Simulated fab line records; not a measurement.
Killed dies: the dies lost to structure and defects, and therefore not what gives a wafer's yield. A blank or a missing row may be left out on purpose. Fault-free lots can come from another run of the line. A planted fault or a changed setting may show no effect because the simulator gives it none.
Which tool was responsible? -- flow sky130 -- 12 lots, 36 wafers sampled, at 5 steps of a route of 708

## WHAT THE GAUGES SHOWED, per wafer
SKY_POLY_GATE_CD_MEAS_13: target cd 150 nm.
lot,measured,on,cd nm (nm)
L355,day 16 02:13,cd sem-02,149.9 150.2 150.9
L356,day 16 13:40,cd sem-01,151.9 151.6 150.9
L357,day 16 20:35,cd sem-02,147.1 147.1 147.2
L361,day 19 03:57,cd sem-02,151.1 150.7 151.0
L362,day 19 04:16,cd sem-01,151.4 149.9 150.4
L371,day 22 09:25,cd sem-01,149.1 150.6 150.2
L372,day 22 14:02,cd sem-01,149.4 150.5 149.2
L374,day 23 04:28,cd sem-02,149.1 150.0 150.0
L375,day 23 14:24,cd sem-01,150.1 149.2 151.2
L376,day 23 16:22,cd sem-02,149.7 149.6 148.4
L377,day 24 02:43,cd sem-02,149.5 149.4 148.8
L378,day 24 13:34,cd sem-02,149.2 149.4 148.5

SKY_SD_N_TW_MEAS_12.
lot,measured,on,SD_N_TW
L355,day 27 10:53,film metro-01,4019 4028 4045
L356,day 28 00:49,film metro-01,4016 4013 4043
L357,day 28 06:27,film metro-01,4014 4021 3998
L361,day 30 08:51,film metro-01,4037 4002 4009
L362,day 30 11:56,film metro-02,4024 4005 3995
L371,day 33 07:13,film metro-02,4035 4002 4024
L372,day 33 08:28,film metro-01,4026 4014 4013
L374,day 34 04:18,film metro-02,3991 3997 4009
L375,day 34 08:40,film metro-02,3971 3999 4008
L376,day 34 09:34,film metro-01,3996 3993 3989
L377,day 34 21:06,film metro-01,3987 3975 3994
L378,day 35 06:39,film metro-02,3960 3989 3964

SKY_CONTACT_THK_MEAS_03.
lot,measured,on,CONTACT_HDPCVD_THK (nm)
L355,day 29 23:12,film metro-02,560 568 569
L356,day 30 12:49,film metro-03,567 559 566
L357,day 30 17:06,film metro-02,559 558 553
L361,day 32 19:16,film metro-03,565 929 565 565 930 565
L362,day 32 21:32,film metro-03,559 928 561 559 929 561
L371,day 35 17:50,film metro-03,579 571 571
L372,day 35 19:12,film metro-02,571 564 568
L374,day 36 14:29,film metro-02,565 566 559
L375,day 36 17:34,film metro-02,562 571 567
L376,day 36 18:59,film metro-03,562 567 564
L377,day 37 06:21,film metro-02,571 568 565
L378,day 37 15:46,film metro-04,563 566 564

## WHICH TOOL RAN EACH LOT (tool, then ch and the chambers of the sampled wafers, then the start)
lot,SKY_LDD_HVP_STRIP_09,SKY_CONTACT_HDPCVD_02
L355,"plasma asher-02 ch 0,1, day 21 05:45","hdpcvd-02 ch 0,1, day 29 23:07"
L356,"plasma asher-02 ch 0,1, day 21 18:56","hdpcvd-01 ch 0,1, day 30 12:45"
L357,"plasma asher-03 ch 0, day 22 03:27","hdpcvd-01 ch 0,1,2, day 30 17:02"
L361,"plasma asher-02 ch 0,1, day 24 08:30","hdpcvd-01 ch 1,2, day 32 19:12"
L362,"plasma asher-04 ch 0,1, day 24 10:17","hdpcvd-01 ch 0,1,2, day 32 21:28"
L371,"plasma asher-02 ch 0,1, day 27 10:48","hdpcvd-01 ch 0,2, day 35 17:46"
L372,"plasma asher-04 ch 0,1, day 27 12:37","hdpcvd-01 ch 1,2, day 35 19:07"
L374,"plasma asher-04 ch 1, day 28 07:18","hdpcvd-02 ch 0,2, day 36 14:25"
L375,"plasma asher-02 ch 0,1, day 28 11:29","hdpcvd-02 ch 1,2, day 36 17:30"
L376,"plasma asher-04 ch 0,1, day 28 13:56","hdpcvd-01 ch 0,1,2, day 36 18:55"
L377,"plasma asher-03 ch 1, day 29 00:02","hdpcvd-01 ch 0,1,2, day 37 06:16"
L378,"plasma asher-04 ch 0,1, day 29 10:21","hdpcvd-01 ch 0,1,2, day 37 15:41"
- SKY_LDD_HVP_STRIP_09: strips in O2/N2.
- SKY_CONTACT_HDPCVD_02: deposits SiO2, target thk 565 nm, time 94.2 s.

## WHAT THE TOOLS THEMSELVES READ (means of the sampled wafers that have a number; where no wafer has one, the mark that the record gives instead)
SKY_LDD_HVP_STRIP_09.
lot,tool,drypump motor current A (A),oes product au (a.u.),strip time to endpoint s (s)
L355,plasma asher-02,5.3,0.407,4.144
L356,plasma asher-02,5.4,0.404,4.136
L357,plasma asher-03,6.0,0.408,4.127
L361,plasma asher-02,5.3,0.408,4.140
L362,plasma asher-04,5.9,0.408,4.145
L371,plasma asher-02,5.4,0.408,4.139
L372,plasma asher-04,5.6,0.408,4.119
L374,plasma asher-04,5.2,0.408,4.140
L375,plasma asher-02,5.3,0.408,4.127
L376,plasma asher-04,5.9,0.408,4.146
L377,plasma asher-03,6.0,0.406,4.145
L378,plasma asher-04,5.9,0.405,4.137

## THE ANSWER, worked out from the rows above alone
Rule: the lots themselves supply what counts as usual. The widest of any qualifying gaps counts: lots, ordered by their means at a reading, are off when they make up no more than a third of the lots, leave a main group of 4 or more, and stand apart from it by 3 or more times the standard deviation of that group's means. If all means in a main group match to the digits the tables above print for the reading, that group is not used. A lot without any number at a reading at which 4 lots or more have one is off too. The other lots that the step has rows for count as sound. The gauges are gone through in route order, then the tools' own readings, and for those a lot's mean is taken as printed above. At the first step where some lot is off, the reading lying furthest off is the one used; lots without a number count as furthest.
Off: at SKY_CONTACT_THK_MEAS_03 (CONTACT_HDPCVD_THK), L361, L362. Main group: mean 565 nm, sd 4.1.
A tool fits if, at a process step before that reading, it ran every lot that is off, and no sound lot after the first of them. Gauges at SKY_CONTACT_THK_MEAS_03: tried the same way as those tools. No candidate that was tried fits.

## WHAT THE SIMULATOR PUT IN
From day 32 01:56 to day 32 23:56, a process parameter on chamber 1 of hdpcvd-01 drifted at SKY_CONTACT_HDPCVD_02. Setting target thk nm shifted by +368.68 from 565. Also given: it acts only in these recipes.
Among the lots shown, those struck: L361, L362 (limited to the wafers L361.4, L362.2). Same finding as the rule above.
